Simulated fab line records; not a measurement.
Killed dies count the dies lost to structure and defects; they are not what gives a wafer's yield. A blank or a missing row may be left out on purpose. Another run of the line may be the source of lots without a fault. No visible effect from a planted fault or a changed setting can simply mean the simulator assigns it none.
The tool behind it: which one? + flow sky130 + 12 lots, 36 wafers sampled, at 5 steps of a route of 708

== WHAT EACH GAUGE READ, for each wafer ==
The record holds no reading of a measuring or inspecting step that can be judged against a usual standard deviation.

== WHAT TOOL EACH LOT RAN ON (gives the tool, then ch and the chambers of the sampled wafers, and finally the start) ==
| lot  | SKY_METAL4_SPUTTER_02       | SKY_METAL5_SPUTTER_03       | SKY_PASSIVATION_CVD_02          | SKY_PAD_OPEN_ETCH_07              | SKY_PAD_OPEN_PROBE_99   |
|------|-----------------------------|-----------------------------|---------------------------------|-----------------------------------|-------------------------|
| L852 | pvdSputter-04, day 39 11:53 | pvdSputter-01, day 42 14:13 | pecvd-01 ch 0,1,2, day 43 13:29 | rieDiel-02 ch 0,2,3, day 45 09:24 | -                       |
| L855 | pvdSputter-01, day 41 04:02 | pvdSputter-01, day 44 05:05 | pecvd-02 ch 0,1, day 45 03:02   | rieDiel-02 ch 0,2,3, day 46 19:56 | -                       |
| L856 | pvdSputter-01, day 44 02:25 | pvdSputter-04, day 46 21:05 | pecvd-01 ch 1,2, day 47 19:01   | rieDiel-02 ch 0,1,3, day 49 10:51 | -                       |
| L861 | pvdSputter-01, day 44 04:44 | pvdSputter-03, day 46 23:11 | pecvd-02 ch 0,1,2, day 47 20:08 | rieDiel-01 ch 0,3, day 49 12:34   | prober-01, day 49 15:22 |
| L863 | pvdSputter-02, day 44 05:56 | pvdSputter-03, day 47 00:26 | pecvd-02 ch 1,2, day 47 21:28   | rieDiel-01 ch 0,1,2, day 49 14:19 | prober-01, day 49 16:58 |
| L865 | pvdSputter-01, day 44 11:13 | pvdSputter-04, day 47 05:22 | pecvd-03 ch 0,1,2, day 48 02:50 | rieDiel-01 ch 1,2,3, day 49 18:37 | -                       |
| L868 | pvdSputter-02, day 44 12:10 | pvdSputter-01, day 47 05:17 | pecvd-01 ch 0,2, day 48 02:27   | rieDiel-04 ch 1,2,3, day 49 18:16 | -                       |
| L867 | pvdSputter-01, day 44 12:49 | pvdSputter-04, day 47 08:16 | pecvd-01 ch 0,1, day 48 05:12   | rieDiel-02 ch 0,2, day 49 21:32   | -                       |
| L870 | pvdSputter-01, day 44 14:21 | pvdSputter-01, day 47 08:58 | pecvd-03 ch 0,1,2, day 48 06:02 | rieDiel-01 ch 0,1,3, day 49 22:09 | -                       |
| L871 | pvdSputter-01, day 44 20:43 | pvdSputter-04, day 47 14:01 | pecvd-02 ch 0,1, day 48 11:00   | rieDiel-01 ch 0,1,3, day 50 02:07 | prober-02, day 50 04:29 |
| L873 | pvdSputter-01, day 45 00:03 | pvdSputter-04, day 47 17:25 | pecvd-03 ch 1,2, day 48 13:52   | rieDiel-02 ch 0,1, day 50 04:26   | -                       |
| L875 | pvdSputter-02, day 45 21:56 | pvdSputter-04, day 48 13:56 | pecvd-02 ch 1,2, day 49 11:58   | rieDiel-04 ch 0,1,3, day 50 20:56 | -                       |
- SKY_METAL4_SPUTTER_02: material AlCu, target thk 735 nm, time 39.1 s.
- SKY_METAL5_SPUTTER_03: material Ti, target thk 5 nm, time 3.3 s.
- SKY_PASSIVATION_CVD_02: deposits Si3N4, target thk 540 nm.
- SKY_PAD_OPEN_ETCH_07: etches the open film in CF4/O2, stops on AlCu, target depth 725 nm, time 161.1 s.
- SKY_PAD_OPEN_PROBE_99

== AS READ BY THE TOOLS THEMSELVES (means over the sampled wafers that have a number; for cases with no such wafer, the mark the record gives instead) ==
SKY_METAL4_SPUTTER_02. Usual: 29.6 % for throttleValvePct, sd 0.9.
| lot  | tool          | throttleValvePct (%) | flag |
|------|---------------|----------------------|------|
| L852 | pvdSputter-04 | 29.2                 |      |
| L855 | pvdSputter-01 | 29.4                 |      |
| L856 | pvdSputter-01 | 29.6                 |      |
| L861 | pvdSputter-01 | 28.5                 |      |
| L863 | pvdSputter-02 | 30.5                 |      |
| L865 | pvdSputter-01 | 29.2                 |      |
| L868 | pvdSputter-02 | 30.0                 |      |
| L867 | pvdSputter-01 | 29.3                 |      |
| L870 | pvdSputter-01 | 29.3                 |      |
| L871 | pvdSputter-01 | 29.9                 |      |
| L873 | pvdSputter-01 | 29.5                 |      |
| L875 | pvdSputter-02 | 31.0                 |      |

SKY_METAL5_SPUTTER_03. Usual: 30.1 % for throttleValvePct, sd 1.
| lot  | tool          | throttleValvePct (%) | flag |
|------|---------------|----------------------|------|
| L852 | pvdSputter-01 | 28.8                 |      |
| L855 | pvdSputter-01 | 29.3                 |      |
| L856 | pvdSputter-04 | 29.7                 |      |
| L861 | pvdSputter-03 | 30.8                 |      |
| L863 | pvdSputter-03 | 31.0                 |      |
| L865 | pvdSputter-04 | 29.2                 |      |
| L868 | pvdSputter-01 | 29.4                 |      |
| L867 | pvdSputter-04 | 29.9                 |      |
| L870 | pvdSputter-01 | 28.8                 |      |
| L871 | pvdSputter-04 | 29.5                 |      |
| L873 | pvdSputter-04 | 30.0                 |      |
| L875 | pvdSputter-04 | 29.8                 |      |

SKY_PASSIVATION_CVD_02. Usual: 698 W for heaterPowerW, sd 92.
| lot  | tool     | heaterPowerW (W) | flag |
|------|----------|------------------|------|
| L852 | pecvd-01 | 823              |      |
| L855 | pecvd-02 | 619              |      |
| L856 | pecvd-01 | 754              |      |
| L861 | pecvd-02 | 701              |      |
| L863 | pecvd-02 | 713              |      |
| L865 | pecvd-03 | 727              |      |
| L868 | pecvd-01 | 775              |      |
| L867 | pecvd-01 | 812              |      |
| L870 | pecvd-03 | 672              |      |
| L871 | pecvd-02 | 572              |      |
| L873 | pecvd-03 | 682              |      |
| L875 | pecvd-02 | 794              |      |

SKY_PAD_OPEN_ETCH_07. Usual: O2_flow_sccm 10.00 sccm, standard deviation 0.033; drypumpMotorCurrentA 5.8 A, standard deviation 0.41; oesProductAu 0.979 a.u., standard deviation 0.0077; throttleValvePct 5.964 %, standard deviation 0.0092.
| lot  | tool       | O2_flow_sccm (sccm) | drypumpMotorCurrentA (A) | oesProductAu (a.u.) | throttleValvePct (%) | flag |
|------|------------|---------------------|--------------------------|---------------------|----------------------|------|
| L852 | rieDiel-02 | 10.00               | 5.8                      | 0.984               | 5.970                |      |
| L855 | rieDiel-02 | 10.00               | 5.8                      | 0.980               | 5.973                |      |
| L856 | rieDiel-02 | 9.99                | 5.5                      | 0.978               | 5.974                |      |
| L861 | rieDiel-01 | 10.02               | 5.5                      | 0.982               | 5.963                |      |
| L863 | rieDiel-01 | 10.00               | 5.9                      | 0.987               | 5.963                |      |
| L865 | rieDiel-01 | 10.02               | 6.1                      | 0.972               | 5.970                |      |
| L868 | rieDiel-04 | 9.98                | 5.7                      | 0.976               | 5.958                |      |
| L867 | rieDiel-02 | 9.99                | 6.2                      | 0.981               | 5.963                |      |
| L870 | rieDiel-01 | 9.98                | 5.9                      | 0.976               | 5.965                |      |
| L871 | rieDiel-01 | 10.03               | 5.9                      | 0.981               | 5.963                |      |
| L873 | rieDiel-02 | 10.00               | 5.8                      | 0.982               | 5.963                |      |
| L875 | rieDiel-04 | 10.04               | 5.4                      | 0.987               | 5.968                |      |

SKY_PAD_OPEN_PROBE_99. Usual: defectLimitedYield 82.8 %, standard deviation 2; killed_at_M0_to_M3 42, standard deviation 7.3; killed_at_M4_up 3.4, standard deviation 2; killedAtContacts 24, standard deviation 5.8; killedAtFrontEnd 15, standard deviation 4.6; killedAtOther 0.3, standard deviation 0.62; killedDies 84, standard deviation 9.8; killedOpen 47, standard deviation 6.9; killedShort 38, standard deviation 6.3; sort_bin_3_pad_short 0.8 %, standard deviation 0.38; sort_bin_5_function 10.2 %, standard deviation 1.5; sort_bin_6_memory 6.2 %, standard deviation 1.1; sortNPass 408, standard deviation 9.8; sortYieldPct 82.8 %, standard deviation 2.
| lot  | tool      | defectLimitedYield (%) | killed_at_M0_to_M3 | killed_at_M4_up | killedAtContacts | killedAtFrontEnd | killedAtOther | killedDies | killedOpen | killedShort | sort_bin_3_pad_short (%) | sort_bin_5_function (%) | sort_bin_6_memory (%) | sortNPass | sortYieldPct (%) | flag |
|------|-----------|------------------------|--------------------|-----------------|------------------|------------------|---------------|------------|------------|-------------|--------------------------|-------------------------|-----------------------|-----------|------------------|------|
| L861 | prober-01 | 79.7                   | 39                 | 20.0            | 23               | 17               | 0.3           | 100        | 42         | 41          | 2.2                      | 12.0                    | 6.1                   | 392       | 79.7             | OFF  |
| L863 | prober-01 | 80.1                   | 42                 | 21.0            | 21               | 14               | 0.3           | 98         | 44         | 36          | 1.6                      | 12.2                    | 6.1                   | 394       | 80.1             | OFF  |
| L871 | prober-02 | 83.5                   | 42                 | 5.3             | 23               | 11               | 0.0           | 81         | 46         | 35          | 1.0                      | 10.3                    | 5.2                   | 411       | 83.5             |      |

== THE ANSWER, worked out from the rows above alone ==
Rule: a lot counts as off when the mean over its wafers that have a number is more than 3 standard deviations away from the usual mean. A lot without any number at a reading at which 4 lots or more have one is off too. The other lots that the step has rows for count as sound. First the gauges in route order, then the tools' own readings, where a lot's mean is used as printed above. At the first step where some lot is off, the reading lying furthest off is the one used; lots without a number count as furthest.
Off at SKY_PAD_OPEN_PROBE_99 (killed_at_M4_up): L861, L863. Neither off nor sound, because the step has no rows for them: L852, L855, L856, L865, L868, L867, L870, L873, L875.
A tool fits if, at that step or a process step before it, it ran every lot that is off, and no sound lot after the first of them. This does not decide it: 2 tools fit, namely pvdSputter-03 at SKY_METAL5_SPUTTER_03 and prober-01 at SKY_PAD_OPEN_PROBE_99.

== WHAT WAS PUT IN BY THE SIMULATOR ==
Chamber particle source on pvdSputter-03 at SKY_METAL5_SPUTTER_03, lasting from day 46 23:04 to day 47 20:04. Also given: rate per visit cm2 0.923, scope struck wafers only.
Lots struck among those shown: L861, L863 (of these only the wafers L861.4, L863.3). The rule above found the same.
